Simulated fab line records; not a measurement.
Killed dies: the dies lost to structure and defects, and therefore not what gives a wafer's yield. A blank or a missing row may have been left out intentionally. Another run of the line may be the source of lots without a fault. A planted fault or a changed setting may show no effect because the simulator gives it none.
What tool caused it? :: flow sky130 :: Sampling: 13 lots, 39 wafers, 4 of 708 route steps

== WHAT THE GAUGES SHOWED, per wafer ==
SKY_LOCAL_INTERCONNECT_OVL_MEAS_12. Usual: for LOCAL_INTERCONNECT_OVL the level is -3 nm and the standard deviation is 5.1.
lot: L189
measured: day 29 17:03
on: overlay-01
LOCAL_INTERCONNECT_OVL (nm): 7 3 8
flag: 

lot: L190
measured: day 30 00:24
on: overlay-02
LOCAL_INTERCONNECT_OVL (nm): -5 -3 -2
flag: 

lot: L191
measured: day 30 13:40
on: overlay-02
LOCAL_INTERCONNECT_OVL (nm): 4 -4 -3
flag: 

lot: L192
measured: day 31 01:05
on: overlay-01
LOCAL_INTERCONNECT_OVL (nm): -5 3 0
flag: 

lot: L193
measured: day 32 05:12
on: overlay-01
LOCAL_INTERCONNECT_OVL (nm): -7 -6 0
flag: 

lot: L195
measured: day 32 07:02
on: overlay-02
LOCAL_INTERCONNECT_OVL (nm): -7 -8 -13
flag: 

lot: L197
measured: day 32 15:29
on: overlay-02
LOCAL_INTERCONNECT_OVL (nm): -12 -6 -10
flag: 

lot: L201
measured: day 34 05:55
on: overlay-01
LOCAL_INTERCONNECT_OVL (nm): 1 -1 1
flag: 

lot: L202
measured: day 34 11:44
on: overlay-02
LOCAL_INTERCONNECT_OVL (nm): -11 -4 3
flag: 

lot: L209
measured: day 36 17:26
on: overlay-02
LOCAL_INTERCONNECT_OVL (nm): -4 -3 -1
flag: 

lot: L210
measured: day 37 01:38
on: overlay-01
LOCAL_INTERCONNECT_OVL (nm): -11 -9 -12
flag: 

lot: L211
measured: day 37 04:29
on: overlay-02
LOCAL_INTERCONNECT_OVL (nm): 0 2 2
flag: 

lot: L212
measured: day 37 10:17
on: overlay-01
LOCAL_INTERCONNECT_OVL (nm): 3 4 -3
flag: 

== EACH LOT AND THE TOOL THAT RAN IT (in order: tool; ch and the chambers of the sampled wafers; start) ==
lot: L189
SKY_VT_ADJUST_HVTP_STRIP_10: plasma_asher-03 ch 0,1, day 5 23:28
SKY_LDD_N_IMPLANT_09: implanter-02 ch 0, day 17 02:50
SKY_SD_N_STRIP_11: plasma_asher-01 ch 0,1, day 27 07:13

lot: L190
SKY_VT_ADJUST_HVTP_STRIP_10: plasma_asher-04 ch 0,1, day 6 05:49
SKY_LDD_N_IMPLANT_09: implanter-02 ch 0, day 17 09:49
SKY_SD_N_STRIP_11: plasma_asher-01 ch 0,1, day 27 13:10

lot: L191
SKY_VT_ADJUST_HVTP_STRIP_10: plasma_asher-01 ch 0,1, day 6 13:19
SKY_LDD_N_IMPLANT_09: implanter-02 ch 0, day 18 01:53
SKY_SD_N_STRIP_11: plasma_asher-04 ch 0,1, day 28 03:06

lot: L192
SKY_VT_ADJUST_HVTP_STRIP_10: plasma_asher-04 ch 0,1, day 6 19:02
SKY_LDD_N_IMPLANT_09: implanter-04 ch 0, day 18 14:46
SKY_SD_N_STRIP_11: plasma_asher-04 ch 0,1, day 28 15:16

lot: L193
SKY_VT_ADJUST_HVTP_STRIP_10: plasma_asher-01 ch 0,1, day 7 03:01
SKY_LDD_N_IMPLANT_09: implanter-04 ch 0, day 19 01:47
SKY_SD_N_STRIP_11: plasma_asher-02 ch 0,1, day 29 21:36

lot: L195
SKY_VT_ADJUST_HVTP_STRIP_10: plasma_asher-04 ch 0,1, day 7 11:05
SKY_LDD_N_IMPLANT_09: implanter-01 ch 0, day 19 16:44
SKY_SD_N_STRIP_11: plasma_asher-04 ch 1, day 29 21:41

lot: L197
SKY_VT_ADJUST_HVTP_STRIP_10: plasma_asher-03 ch 0,1, day 8 00:29
SKY_LDD_N_IMPLANT_09: implanter-02 ch 0, day 20 10:20
SKY_SD_N_STRIP_11: plasma_asher-01 ch 0,1, day 30 07:49

lot: L201
SKY_VT_ADJUST_HVTP_STRIP_10: plasma_asher-04 ch 0,1, day 9 04:52
SKY_LDD_N_IMPLANT_09: implanter-02 ch 0, day 22 03:11
SKY_SD_N_STRIP_11: plasma_asher-04 ch 0,1, day 31 22:34

lot: L202
SKY_VT_ADJUST_HVTP_STRIP_10: plasma_asher-03 ch 0,1, day 9 09:35
SKY_LDD_N_IMPLANT_09: implanter-02 ch 0, day 22 08:25
SKY_SD_N_STRIP_11: plasma_asher-04 ch 0,1, day 32 02:05

lot: L209
SKY_VT_ADJUST_HVTP_STRIP_10: plasma_asher-01 ch 0,1, day 11 09:31
SKY_LDD_N_IMPLANT_09: implanter-04 ch 0, day 25 00:59
SKY_SD_N_STRIP_11: plasma_asher-01 ch 0,1, day 34 09:14

lot: L210
SKY_VT_ADJUST_HVTP_STRIP_10: plasma_asher-01 ch 0,1, day 11 17:05
SKY_LDD_N_IMPLANT_09: implanter-01 ch 0, day 25 07:46
SKY_SD_N_STRIP_11: plasma_asher-01 ch 0,1, day 34 16:20

lot: L211
SKY_VT_ADJUST_HVTP_STRIP_10: plasma_asher-03 ch 0,1, day 11 17:29
SKY_LDD_N_IMPLANT_09: implanter-02 ch 0, day 25 07:50
SKY_SD_N_STRIP_11: plasma_asher-02 ch 0,1, day 34 18:50

lot: L212
SKY_VT_ADJUST_HVTP_STRIP_10: plasma_asher-04 ch 0,1, day 12 02:59
SKY_LDD_N_IMPLANT_09: implanter-02 ch 0, day 25 16:38
SKY_SD_N_STRIP_11: plasma_asher-01 ch 0,1, day 35 00:41
- SKY_VT_ADJUST_HVTP_STRIP_10: strips in O2/N2.
- SKY_LDD_N_IMPLANT_09
- SKY_SD_N_STRIP_11: strips in O2/N2.

== AS READ BY THE TOOLS THEMSELVES (means over the sampled wafers that have a number; for cases with no such wafer, the mark the record gives instead) ==
SKY_VT_ADJUST_HVTP_STRIP_10. Usual: drypump_motor_current_A 5.6 A, standard deviation 0.35; oes_product_au 0.717 a.u., standard deviation 0.0044; strip_time_to_endpoint_s 14.12 s, standard deviation 0.036.
lot: L189
tool: plasma_asher-03
drypump_motor_current_A (A): 5.9
oes_product_au (a.u.): 0.715
strip_time_to_endpoint_s (s): 14.14
flag: 

lot: L190
tool: plasma_asher-04
drypump_motor_current_A (A): 5.4
oes_product_au (a.u.): 0.718
strip_time_to_endpoint_s (s): 14.13
flag: 

lot: L191
tool: plasma_asher-01
drypump_motor_current_A (A): 5.5
oes_product_au (a.u.): 0.720
strip_time_to_endpoint_s (s): 14.06
flag: 

lot: L192
tool: plasma_asher-04
drypump_motor_current_A (A): 5.4
oes_product_au (a.u.): 0.718
strip_time_to_endpoint_s (s): 14.16
flag: 

lot: L193
tool: plasma_asher-01
drypump_motor_current_A (A): 5.5
oes_product_au (a.u.): 0.718
strip_time_to_endpoint_s (s): 14.07
flag: 

lot: L195
tool: plasma_asher-04
drypump_motor_current_A (A): 5.2
oes_product_au (a.u.): 0.719
strip_time_to_endpoint_s (s): 14.14
flag: 

lot: L197
tool: plasma_asher-03
drypump_motor_current_A (A): 5.9
oes_product_au (a.u.): 0.717
strip_time_to_endpoint_s (s): 14.13
flag: 

lot: L201
tool: plasma_asher-04
drypump_motor_current_A (A): 5.4
oes_product_au (a.u.): 0.717
strip_time_to_endpoint_s (s): 14.09
flag: 

lot: L202
tool: plasma_asher-03
drypump_motor_current_A (A): 6.0
oes_product_au (a.u.): 0.719
strip_time_to_endpoint_s (s): 14.11
flag: 

lot: L209
tool: plasma_asher-01
drypump_motor_current_A (A): 5.5
oes_product_au (a.u.): 0.717
strip_time_to_endpoint_s (s): 14.16
flag: 

lot: L210
tool: plasma_asher-01
drypump_motor_current_A (A): 5.5
oes_product_au (a.u.): 0.719
strip_time_to_endpoint_s (s): 14.09
flag: 

lot: L211
tool: plasma_asher-03
drypump_motor_current_A (A): 5.9
oes_product_au (a.u.): 0.716
strip_time_to_endpoint_s (s): 14.13
flag: 

lot: L212
tool: plasma_asher-04
drypump_motor_current_A (A): 5.4
oes_product_au (a.u.): 0.715
strip_time_to_endpoint_s (s): 14.15
flag: 

SKY_LDD_N_IMPLANT_09. Usual: 19.999 for beam_energy_keV, sd 0.0062.
lot: L189
tool: implanter-02
beam_energy_keV: 19.993
flag: 

lot: L190
tool: implanter-02
beam_energy_keV: 20.001
flag: 

lot: L191
tool: implanter-02
beam_energy_keV: 19.996
flag: 

lot: L192
tool: implanter-04
beam_energy_keV: 20.000
flag: 

lot: L193
tool: implanter-04
beam_energy_keV: 20.005
flag: 

lot: L195
tool: implanter-01
beam_energy_keV: 20.003
flag: 

lot: L197
tool: implanter-02
beam_energy_keV: 20.002
flag: 

lot: L201
tool: implanter-02
beam_energy_keV: 18.406
flag: OFF

lot: L202
tool: implanter-02
beam_energy_keV: 18.404
flag: OFF

lot: L209
tool: implanter-04
beam_energy_keV: 19.995
flag: 

lot: L210
tool: implanter-01
beam_energy_keV: 20.002
flag: 

lot: L211
tool: implanter-02
beam_energy_keV: 20.002
flag: 

lot: L212
tool: implanter-02
beam_energy_keV: 19.998
flag: 

SKY_SD_N_STRIP_11. Usual: drypump_motor_current_A 5.5 A, standard deviation 0.42; oes_product_au 0.527 a.u., standard deviation 0.0047; strip_time_to_endpoint_s 22.55 s, standard deviation 0.048.
lot: L189
tool: plasma_asher-01
drypump_motor_current_A (A): 5.6
oes_product_au (a.u.): 0.526
strip_time_to_endpoint_s (s): 22.60
flag: 

lot: L190
tool: plasma_asher-01
drypump_motor_current_A (A): 5.6
oes_product_au (a.u.): 0.527
strip_time_to_endpoint_s (s): 22.60
flag: 

lot: L191
tool: plasma_asher-04
drypump_motor_current_A (A): 5.4
oes_product_au (a.u.): 0.526
strip_time_to_endpoint_s (s): 22.62
flag: 

lot: L192
tool: plasma_asher-04
drypump_motor_current_A (A): 5.4
oes_product_au (a.u.): 0.522
strip_time_to_endpoint_s (s): 22.53
flag: 

lot: L193
tool: plasma_asher-02
drypump_motor_current_A (A): 6.1
oes_product_au (a.u.): 0.527
strip_time_to_endpoint_s (s): 22.55
flag: 

lot: L195
tool: plasma_asher-04
drypump_motor_current_A (A): 5.6
oes_product_au (a.u.): 0.527
strip_time_to_endpoint_s (s): 22.51
flag: 

lot: L197
tool: plasma_asher-01
drypump_motor_current_A (A): 5.5
oes_product_au (a.u.): 0.529
strip_time_to_endpoint_s (s): 22.51
flag: 

lot: L201
tool: plasma_asher-04
drypump_motor_current_A (A): 5.2
oes_product_au (a.u.): 0.524
strip_time_to_endpoint_s (s): 22.52
flag: 

lot: L202
tool: plasma_asher-04
drypump_motor_current_A (A): 5.4
oes_product_au (a.u.): 0.524
strip_time_to_endpoint_s (s): 22.51
flag: 

lot: L209
tool: plasma_asher-01
drypump_motor_current_A (A): 5.5
oes_product_au (a.u.): 0.530
strip_time_to_endpoint_s (s): 22.52
flag: 

lot: L210
tool: plasma_asher-01
drypump_motor_current_A (A): 5.6
oes_product_au (a.u.): 0.528
strip_time_to_endpoint_s (s): 22.47
flag: 

lot: L211
tool: plasma_asher-02
drypump_motor_current_A (A): 6.1
oes_product_au (a.u.): 0.527
strip_time_to_endpoint_s (s): 22.54
flag: 

lot: L212
tool: plasma_asher-01
drypump_motor_current_A (A): 5.5
oes_product_au (a.u.): 0.531
strip_time_to_endpoint_s (s): 22.59
flag: 

== THE ANSWER, worked out from the rows above alone ==
Rule: take the mean of a lot's wafers that have a number; if it is more than 3 standard deviations from the usual mean, the lot is off. A lot without any number at a reading at which 4 lots or more have one is off too. Where the step has rows for the other lots, those lots are counted as sound. After the gauges, taken in route order, come the tools' own readings; for these a lot's mean is taken, as printed above. At the first step where some lot is off, the reading lying furthest off is the one used; lots without a number count as furthest.
Off: L201, L202, at SKY_LDD_N_IMPLANT_09 (beam_energy_keV).
If a tool, at that step or one of the process steps before it, ran each lot that is off and ran no sound lot following the first of them, it fits. No candidate that was tried fits.

== WHAT THE SIMULATOR HAD INSERTED ==
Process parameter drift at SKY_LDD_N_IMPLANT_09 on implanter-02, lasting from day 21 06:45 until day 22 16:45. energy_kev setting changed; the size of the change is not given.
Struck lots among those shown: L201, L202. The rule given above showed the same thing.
